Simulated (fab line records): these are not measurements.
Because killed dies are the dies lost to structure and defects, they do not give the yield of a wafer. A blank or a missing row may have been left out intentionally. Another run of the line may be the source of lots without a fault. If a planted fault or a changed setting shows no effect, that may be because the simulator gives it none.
Problem report in the 8D (eight disciplines) form, filled by code || flow sky130 || the parts of the form that need people (team, actions taken, sign-off) are left out

1. WHAT WENT WRONG
CAPM_CVD_00_THK at SKY_CAPM_THK_MEAS_01 reads a mean of 24.08 nm on 3 wafers of 2 lots; wafers without a fault read 15.53 nm with a standard deviation of 0.23. That is +37 standard deviations from the usual mean.
Seen first at day 38 00:33 on film_metro-04, wafer L333.1. The record has a number at this step for 30 wafers belonging to 10 lots. Rule for "out" (also "out of limits"): further than 4 standard deviations from the usual mean. Any other wafer with a number is counted as sound.

2. WHAT IT IS; WHAT IT IS NOT
{"question": "which readings at this step", "is": "CAPM_CVD_00_THK", "is not": "-"}
{"question": "which lots", "is": "L333, L337", "is not": "L328, L331, L341, L345, L346, L347, L348, L350"}
{"question": "which wafers of those lots", "is": "L333.1, L337.1, L337.3", "is not": "L333.2, L333.6, L337.5"}
{"question": "read on which gauges", "is": "film_metro-04", "is not": "film_metro-02, film_metro-03"}
{"question": "when", "is": "from day 38 00:33", "is not": "up to then (8 sound wafers); but 19 sound wafers of L337, L341, L345, L346, L347, L348, L350 came after"}

3. THE SUSPECTS, EACH WITH WHAT RULES IT OUT
Counting: if a tool at a process step up to the reading ran every lot that is out, it stays a suspect. Sound lots after the first of them don't rule it out here, since some wafers of a struck lot are sound.
- the gauge at SKY_CAPM_THK_MEAS_01: ruled out. All the wafers that are out were read on film_metro-04, but those of them that SKY_METAL3_ETCH_17 has rows for are out there too, on other tools.
- rie_diel-03 at SKY_VIA2_ETCH_14 (etches BARC in N2/H2, stops on SiO2, time 45.9 s, target depth 60 nm): kept. It ran every lot that is out, first L333 (day 37 22:59).
- pecvd-02 at SKY_CAPM_CVD_00 (deposits SiO2, target thk 15.5 nm): kept. It ran every lot that is out, first L333 (day 38 00:31); its last sound lot up to then is L328 (day 36 12:52).
Remaining after the count are rie_diel-03 at SKY_VIA2_ETCH_14 and pecvd-02 at SKY_CAPM_CVD_00.

4. THE CAUSE (what the simulator had put in)
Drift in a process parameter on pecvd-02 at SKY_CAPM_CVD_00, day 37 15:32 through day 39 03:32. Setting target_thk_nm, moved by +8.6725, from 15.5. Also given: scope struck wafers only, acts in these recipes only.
2 suspects survive the count, and this tool is in that group.

5. THE CHAIN OF EFFECTS, in route order
Each row: a reading where the mean over the struck wafers with a number is more than 3 standard deviations away from the usual. Only readings whose record carries a usual standard deviation are examined. hours: median over the lots of the time between each lot's start at the first step of this table that gives one and its start at this step. sigmas: the change, counted in usual standard deviations.
{"hours": 0, "step": "SKY_CAPM_THK_MEAS_01", "reading": "CAPM_CVD_00_THK", "usual": "15.53 nm", "on struck wafers": 24.08, "change": "+8.55", "sigmas": "+37"}
{"hours": 49, "step": "SKY_METAL3_ETCH_17", "reading": "oes_product_au", "usual": "0.755 a.u.", "on struck wafers": 0.964, "change": "+0.209", "sigmas": "+28"}
It contains these process steps:
- SKY_METAL3_ETCH_17: etches SiO2 in C4F8/O2/Ar, stops on TiN, time 3.9 s, target depth 15 nm.

6. HOW IT WOULD HAVE BEEN CAUGHT EARLIER
Counted from the fault's start at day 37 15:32, it took 9 hours until the first out-of-limits reading at a measuring or inspecting step in this record, taken at day 38 00:33.
Of the tool readings at SKY_CAPM_CVD_00 for which the record gives a usual standard deviation, none was out on any struck wafer, so an alarm limit of 4 standard deviations on them would not have fired.
Lots out: 2; of these, L337 started SKY_CAPM_CVD_00 on pecvd-02 after day 38 00:33. A hold on the tool at that time would have spared it.
